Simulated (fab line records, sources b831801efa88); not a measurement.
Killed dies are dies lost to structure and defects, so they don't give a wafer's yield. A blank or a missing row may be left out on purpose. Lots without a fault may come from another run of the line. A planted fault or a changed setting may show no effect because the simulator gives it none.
fab line records | flow sky130
record lots=12 wafers=36 last_day=50
route steps=708 shown VIA2@530 CAPM@549 METAL3@567 METAL4@602
lots that met no fault: from a run of the same line without faults
start_h: hours from the record's first day to the start of the lot's first wafer shown | wait_h: hours since the lot's step before | " the same as in the row above | L1.1+2: a row that stands for several wafers | - no value, or no start given | * or withheld: withheld | < > ~ a bound
route shown NAME@n: a module of which the file shows steps, and the number in the route of the first | usual: mean/standard deviation of fault-free wafers | same: alike in all rows | chamber/n: place in a boat | sites: the reading at each site | _std_site: their standard deviation | _edge_site: outer sites' mean less inner sites' | radius_mm: how far each site lies from the wafer's centre | mask NAME#n: copy n | behind: the tool/chamber that last shaped the wafer | hold: why the lot was held/for how many hours/how that ended | device: the transistor (n, p or np) that didn't switch | end of line: the same wafers' tests at the end of the route | a step without rows: its recipe alone | killed: dies lost to structure and defects at the first sort, not the wafer's yield | map: a wafer's dies, x killed, . not, _ none there
set.NAME: the setting as run; set.NAME@STEP: as run at that earlier step | model.NAME: the simulator's own value behind a step, which no gauge read
steps of the route over a sample of lots; a table a step, a row a wafer
services: from which hour (start_h, from the record's first day; less than 0 if before it) a tool's chamber was out of use, for how many hours, and why
## steps
# step SKY_VIA2_THK_MEAS_23
# recipe thk_meas_gauge=xrf reads=W_of_VIA2_CVD_21
# usual VIA2_W_THK=432/10
# columns lot.wafer tool chamber start_h wait_h VIA2_W_THK[nm]
L724.3 film_metro-01 - 850.01 0.1 424
L724.4 " - " " 436
L724.5 " - " " 430
L727.1 film_metro-03 - 881.56 0.1 422
L727.3 " - " " 446
L727.5 " - " " 443
L728.1 film_metro-02 - 897.08 0.1 440
L728.5 " - " " 459
L728.6 " - " " 439
L729.1 film_metro-03 - 900.54 0.1 421
L729.5 " - " " 417
L729.6 " - " " 421
L730.1 film_metro-01 - 902.97 0.1 428
L730.3 " - " " 415
L730.6 " - " " 422
L732.1 film_metro-03 - 923.51 0.1 422
L732.2 " - " " 424
L732.3 " - " " 422
L733.1 film_metro-01 - 930.66 0.1 430
L733.3 " - " " 430
L733.6 " - " " 435
L739.2 film_metro-02 - 960.56 0.1 439
L739.4 " - " " 434
L739.6 " - " " 436
L740.1 film_metro-01 - 965.86 0.1 435
L740.2 " - " " 427
L740.4 " - " " 436
L742.1 film_metro-03 - 979.86 0.1 418
L742.5 " - " " 424
L742.6 " - " " 437
L746.3 film_metro-01 - 1010.14 0.1 433
L746.4 " - " " 429
L746.6 " - " " 430
L747.4 film_metro-01 - 1019.20 0.1 433
L747.5 " - " " 443
L747.6 " - " " 431
# step SKY_CAPM_OVL_MEAS_12
# usual CAPM_OVL=-0.7/1.4
# columns lot.wafer tool chamber start_h wait_h CAPM_OVL[nm]
L724.3 overlay-01 - 875.85 0.1 -2.0
L724.4 " - " " -1.4
L724.5 " - " " -1.7
L727.1 overlay-01 - 907.46 0.1 -1.3
L727.3 " - " " -0.6
L727.5 " - " " -1.4
L728.1 overlay-01 - 922.84 0.1 -0.1
L728.5 " - " " -0.3
L728.6 " - " " 0.4
L729.1 overlay-01 - 925.34 0.1 -2.2
L729.5 " - " " 0.4
L729.6 " - " " 0.1
L730.1 overlay-02 - 927.94 0.1 -2.4
L730.3 " - " " -1.6
L730.6 " - " " -0.1
L732.1 overlay-01 - 948.39 0.1 -2.3
L732.2 " - " " -1.1
L732.3 " - " " -2.6
L733.1 overlay-02 - 955.71 0.1 2.3
L733.3 " - " " 2.4
L733.6 " - " " 1.9
L739.2 overlay-02 - 984.55 0.1 1.7
L739.4 " - " " -1.3
L739.6 " - " " -0.5
L740.1 overlay-02 - 990.04 0.1 -2.7
L740.2 " - " " -1.5
L740.4 " - " " -1.4
L742.1 overlay-02 - 1003.89 0.1 -1.9
L742.5 " - " " -1.4
L742.6 " - " " -2.0
L746.3 overlay-02 - 1033.30 0.1 0.4
L746.4 " - " " -1.4
L746.6 " - " " -0.6
L747.4 overlay-02 - 1041.86 0.1 -0.2
L747.5 " - " " -2.2
L747.6 " - " " 0.0
# step SKY_METAL3_ETCH_17
# recipe target=SiO2 stop_on=TiN chemistry=C4F8/O2/Ar source_w=1500 bias_w=1200 pressure_mtorr=40 c4f8_flow_sccm=withheld O2_flow_sccm=6 Ar_flow_sccm=300 time_s=3.9 target_depth_a=150
# usual bias_w=1200/3.4 oes_product_au=0.755/0.0076
# columns lot.wafer tool chamber start_h wait_h bias_w oes_product_au rf_hours_counter_h
L724.3 rie_diel-03 3 902.44 0.0 1194 0.744 7
L724.4 " 2 " " 1196 0.764 7
L724.5 " 0 " " 1197 0.758 -
L727.1 rie_diel-01 1 933.20 0.1 1202 0.755 17
L727.3 " 2 " " 1202 0.764 20
L727.5 " 2 " " 1205 0.761 -
L728.1 rie_diel-03 1 948.59 0.1 1201 0.744 1
L728.5 " 1 " " 1204 0.753 -
L728.6 " 2 " " 1203 0.758 -
L729.1 rie_diel-02 0 950.29 0.1 1207 0.755 24
L729.5 " 2 " " 1203 0.756 -
L729.6 " 3 " " 1199 0.756 -
L730.1 rie_diel-02 0 953.18 0.1 1201 0.751 24
L730.3 " 2 " " 1196 0.766 13
L730.6 " 2 " " 1198 0.770 -
L732.1 rie_diel-02 2 973.13 0.1 1198 0.765 13
L732.2 " 0 " " 1201 0.756 25
L732.3 " 3 " " 1201 0.764 19
L733.1 rie_diel-01 3 980.29 0.1 1200 0.754 14
L733.3 " 1 " " 1192 0.740 19
L733.6 " 0 " " 1205 0.745 -
L739.2 rie_diel-02 1 1008.44 0.1 1207 0.750 9
L739.4 " 2 " " 1201 0.764 14
L739.6 " 2 " " 1193 0.746 -
L740.1 rie_diel-02 2 1013.73 0.1 1200 0.754 15
L740.2 " 0 " " 1201 0.745 26
L740.4 " 2 " " 1202 0.754 -
L742.1 rie_diel-01 1 1028.08 0.1 1201 0.748 20
L742.5 " 3 " " 1203 0.751 -
L742.6 " 0 " " 1202 0.759 -
L746.3 rie_diel-02 3 1056.04 0.0 1199 0.749 23
L746.4 " 3 " " 1198 0.756 -
L746.6 " 2 " " 1204 0.760 -
L747.4 rie_diel-02 0 1064.30 0.0 1200 0.762 -
L747.5 " 3 " " 1201 0.755 -
L747.6 " 2 " " 1203 0.753 -
# step SKY_METAL4_SPUTTER_04
# recipe material=TiN target_thk_nm=70 power_w=6500 time_s=58.3 chamber_pressure_pa=0.4
# usual chamber_pressure_pa=0.4001/0.00078 throttle_valve_pct=30.1/0.93
# columns lot.wafer tool chamber start_h wait_h chamber_pressure_pa throttle_valve_pct
L724.3 pvd_sputter-01 - 930.81 0.0 0.4001 30.8
L724.4 " - " " 0.4007 30.5
L724.5 " - " " 0.3996 31.2
L727.1 pvd_sputter-01 - 960.02 0.0 0.4000 29.3
L727.3 " - " " 0.3980 30.6
L727.5 " - " " 0.3991 30.7
L728.1 pvd_sputter-01 - 975.50 0.0 0.4002 30.6
L728.5 " - " " 0.4009 31.1
L728.6 " - " " 0.4003 29.3
L729.1 pvd_sputter-02 - 977.81 0.0 0.3981 30.1
L729.5 " - " " 0.3991 30.1
L729.6 " - " " 0.3987 29.1
L730.1 pvd_sputter-02 - 980.63 0.0 0.3990 28.4
L730.3 " - " " 0.4002 31.4
L730.6 " - " " 0.3999 28.3
L732.1 pvd_sputter-02 - 999.91 0.0 0.3718 31.3
L732.2 " - " " 0.3716 29.7
L732.3 " - " " 0.3727 30.4
L733.1 pvd_sputter-02 - 1006.77 0.0 0.3716 31.5
L733.3 " - " " 0.3720 30.4
L733.6 " - " " 0.3711 31.1
L739.2 pvd_sputter-01 - 1034.69 0.0 0.4007 30.8
L739.4 " - " " 0.4003 30.6
L739.6 " - " " 0.3989 30.9
L740.1 pvd_sputter-03 - 1039.76 0.0 0.4025 28.8
L740.2 " - " " 0.4006 29.8
L740.4 " - " " 0.3997 31.1
L742.1 pvd_sputter-03 - 1052.83 0.0 0.4003 30.0
L742.5 " - " " 0.3998 29.9
L742.6 " - " " 0.3996 30.7
L746.3 pvd_sputter-02 - 1080.26 0.0 0.4004 29.1
L746.4 " - " " 0.4009 30.0
L746.6 " - " " 0.3996 28.6
L747.4 pvd_sputter-02 - 1087.96 0.0 0.4002 30.3
L747.5 " - " " 0.4007 30.4
L747.6 " - " " 0.3996 29.4
## services
# columns tool chamber start_h hours kind
rie_diel-02 - 879.08 2.8 pm
pvd_sputter-02 - 882.27 3.4 repair
rie_diel-03 1 889.23 3.9 repair
rie_diel-02 0 894.01 8.1 repair
rie_diel-02 0 903.26 8.6 repair
pvd_sputter-02 - 933.33 1.2 repair
pvd_sputter-02 - 935.67 5.1 repair
rie_diel-02 - 957.49 0.4 repair
rie_diel-03 0 957.71 6.1 repair
rie_diel-01 3 971.80 6.0 repair
rie_diel-03 - 981.89 2.8 pm
pvd_sputter-01 - 1002.92 2.7 repair
rie_diel-02 1 1013.52 52.5 repair
rie_diel-01 - 1018.46 2.8 pm
rie_diel-01 - 1038.10 1.3 repair
rie_diel-03 1 1045.26 5.7 repair
pvd_sputter-01 - 1052.08 0.5 repair
pvd_sputter-02 - 1056.55 1.4 repair
rie_diel-02 0 1066.01 - clean
rie_diel-02 0 1066.01 24.4 scheduled_down
rie_diel-02 0 1066.01 24.4 vent_cycle
rie_diel-02 1 1072.77 1.5 repair
pvd_sputter-01 - 1073.89 8.8 repair
rie_diel-02 - 1081.38 14.6 pm
## key
first_sign step=SKY_METAL4_SPUTTER_04 reading=chamber_pressure_pa direction=down sigmas=36 usual=0.4001 struck=0.3718
effect none on later readings
met_at SKY_METAL4_SPUTTER_04
struck_lots L732,L733
not_acting_at SKY_VIA2_THK_MEAS_23,SKY_CAPM_OVL_MEAS_12,SKY_METAL3_ETCH_17
onset_between 980.63 999.91
fault kind=process_parameter_drift tool=pvd_sputter-02 chamber=- onset_h=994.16 steps=SKY_METAL4_SPUTTER_04 channel=chamber_pressure_pa offset=-0.027854 shape=step end_h=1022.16 acts_in=these_recipes_only stated=0.4
